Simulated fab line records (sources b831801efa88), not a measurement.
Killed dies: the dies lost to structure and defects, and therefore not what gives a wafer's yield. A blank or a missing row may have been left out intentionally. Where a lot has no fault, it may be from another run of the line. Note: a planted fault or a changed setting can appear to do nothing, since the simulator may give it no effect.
Comparing a struck lot with a sound one ; flow sky130 ; 15 steps out of a route of 708
Sound: wafers L984.4, L984.5, L984.6. Struck: wafer L994.4 (left out: L994.2, L994.3 of the same lot, which were not struck); the cause appears at the end.
Each step with rows lists, per side, the tool, then ch with its chambers, then its first start. Under that, the readings that differ: sound wafers ; struck wafers ; difference of the means ; sigmas: that difference in standard deviations of wafers without a fault.
alike: readings with means less than 2 such deviations apart, plus words and numbers identical on both sides. not compared: withheld readings, readings lacking a value on some wafer, bounds such as >300 that could conceal the same value, and numbers that have no deviation in the record and whose values overlap.
The two part at a step that has a row with sigmas, a row that says differs or no value, or rows on one side only. Numbers that don't overlap but have no deviation are shown without sigmas and don't part them. Lack of a reading on every wafer of one side parts them only where that side has two or more wafers.

first, 1 step without rows for these wafers: SKY_VT_ADJUST_NCORE_DEVELOP_06 (develop time 60 s).
SKY_VT_ADJUST_NCORE_CD_MEAS_07: the cd target is 380 nm.
  sound on cd-sem-02, day 8 21:06; struck on cd-sem-01, day 12 08:35
  alike: cd-nm
SKY_VT_ADJUST_NCORE_OVL_MEAS_08:
  sound on overlay-01, day 8 21:10; struck on overlay-02, day 12 08:41
  alike: VT_ADJUST_NCORE_OVL
then, 1 step without rows for these wafers: SKY_VT_ADJUST_NCORE_IMPLANT_09.
SKY_VT_ADJUST_NCORE_STRIP_10: strips in O2/N2.
  sound on plasma-asher-03 ch 0,1, day 8 21:23; struck on plasma-asher-01 ch 0, day 12 08:52
  alike: drypump-motor-current-A, oes-product-au, strip-time-to-endpoint-s
  not compared: rf-hours-counter-h
SKY_VT_ADJUST_NCORE_TW_MEAS_11:
  sound on film-metro-02, day 8 21:28; struck on film-metro-02, day 12 08:59
  alike: VT_ADJUST_NCORE_TW
then, 6 steps without rows for these wafers: SKY_VT_ADJUST_HVTR_DEHYDRATE_00 (time 60 s); SKY_VT_ADJUST_HVTR_HMDS_01 (prime time 60 s); SKY_VT_ADJUST_HVTR_COAT_02 (resist thk 1140 nm); SKY_VT_ADJUST_HVTR_SOFTBAKE_03 (time 60 s); SKY_VT_ADJUST_HVTR_EXPOSE_04 (exposes mask HVTRM, target cd 380 nm); SKY_VT_ADJUST_HVTR_PEB_05.
SKY_VT_ADJUST_HVTR_DEVELOP_06: develop time 60 s.
  sound on litho-track-02 ch 0, day 9 19:05; struck on litho-track-02 ch 0, day 13 10:08
SKY_VT_ADJUST_HVTR_CD_MEAS_07: the cd target is 380 nm.
  sound on cd-sem-01, day 9 19:13; struck on cd-sem-02, day 13 10:16
reading;sound;struck;difference;sigmas
cd-nm (nm);381.6 378.2 381.3;393.3;+12.9;+6
SKY_VT_ADJUST_HVTR_OVL_MEAS_08:
  sound on overlay-01, day 9 19:17; struck on overlay-02, day 13 10:23
  alike: VT_ADJUST_HVTR_OVL

## WHERE THEY PART
SKY_VT_ADJUST_HVTR_CD_MEAS_07 only, going by this record. Later steps at which nothing parts them and some readings are alike: SKY_VT_ADJUST_HVTR_OVL_MEAS_08.

WHY: what the simulator had put in
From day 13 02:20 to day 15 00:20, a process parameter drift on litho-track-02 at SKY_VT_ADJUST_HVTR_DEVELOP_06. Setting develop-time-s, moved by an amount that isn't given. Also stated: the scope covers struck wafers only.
